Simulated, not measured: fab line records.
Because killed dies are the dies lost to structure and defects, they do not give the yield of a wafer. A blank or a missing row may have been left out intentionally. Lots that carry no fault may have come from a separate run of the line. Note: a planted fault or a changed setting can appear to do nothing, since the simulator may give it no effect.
A struck lot beside a sound one / flow gf180mcu / 15 out of 602 route steps
Sound: the wafers L557.1, L557.4, L557.5. Wafers L563.1, L563.3, L563.6 were the ones struck. Last of all comes the cause.
Each step with rows lists, per side, the tool, then ch with its chambers, then its first start. Under that, the readings that differ: sound wafers / struck wafers / difference of the means / sigmas: that difference in standard deviations of wafers without a fault.
alike: words and numbers the same on both sides, and readings whose means are apart by under 2 such deviations; not compared: readings that were withheld, readings missing a value for some wafer, numbers with overlapping values and no deviation given by the record, and bounds like >300 which may hide the same value.
Wherever a step has rows on one side only, a row that says differs or no value, or a row with sigmas, the two part there. Numbers that have no deviation but don't overlap get no sigmas and don't part them. A reading missing from all wafers of one side parts the sides only when that side holds two or more wafers.

first, 1 step without rows for these wafers: GF_DUAL_GATE_WET_ETCH_12 (etches SiO2 in dHF, target depth 13 nm, time 260 s).
GF_DUAL_GATE_STRIP_13: strips in O2/N2.
  sound on plasma-asher-04 ch 0,1, day 10 01:39; struck on plasma-asher-04 ch 0, day 12 01:57
  alike: drypump-motor-current-A, heater-power-w, oes-product-au, strip-time-to-endpoint-s
  not compared: rf-hours-counter-h
then, 3 steps without rows for these wafers: GF_DUAL_GATE_CLEAN_14 (cleans in SC1/SC2, time 150 s); GF_DUAL_GATE_OXIDATION_15 (stabilise 600 s, purge 300 s, target thk 7.098 nm); GF_POLY_GATE_CVD_00 (deposits poly-Si, target thk 200 nm, time 1200 s).
GF_POLY_GATE_THK_MEAS_01:
  sound on film-metro-04 at day 10 04:43; struck on film-metro-02 at day 12 05:41
  alike: POLY_GATE_CVD_00_THK
then, 6 steps without rows for these wafers: GF_POLY_GATE_DEHYDRATE_02 (time 60 s); GF_POLY_GATE_HMDS_03 (prime time 60 s); GF_POLY_GATE_COAT_04; GF_POLY_GATE_COAT_05 (resist thk 700 nm); GF_POLY_GATE_SOFTBAKE_06 (time 60 s); GF_POLY_GATE_EXPOSE_07 (exposes mask Poly2, target cd 280 nm).
GF_POLY_GATE_PEB_08: peb time 90 s.
  sound on litho-track-03 ch 0, day 10 22:55; struck on litho-track-04 ch 0, day 13 01:02
reading=chill-plate-temp-C (C); sound=23.16 23.26 23.10; struck=23.07 22.78 23.02; difference=-0.22; sigmas=-2
reading=heater-power-total-W (W); sound=85.80 85.60 85.60; struck=87.23 87.18 87.24; difference=+1.55; sigmas=+20
then, 1 step without rows for these wafers: GF_POLY_GATE_DEVELOP_09 (develop time 60 s).
GF_PASSIVATION_PROBE_99:
  the record holds rows for the sound wafers here (prober-01, day 30 19:56) but none for the struck ones

WHERE THEY PART
At GF_POLY_GATE_PEB_08 first; at GF_PASSIVATION_PROBE_99 last (within this record only).

WHY: what had been put in by the simulator
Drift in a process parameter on litho-track-04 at GF_POLY_GATE_PEB_08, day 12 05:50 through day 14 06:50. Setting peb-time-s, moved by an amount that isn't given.
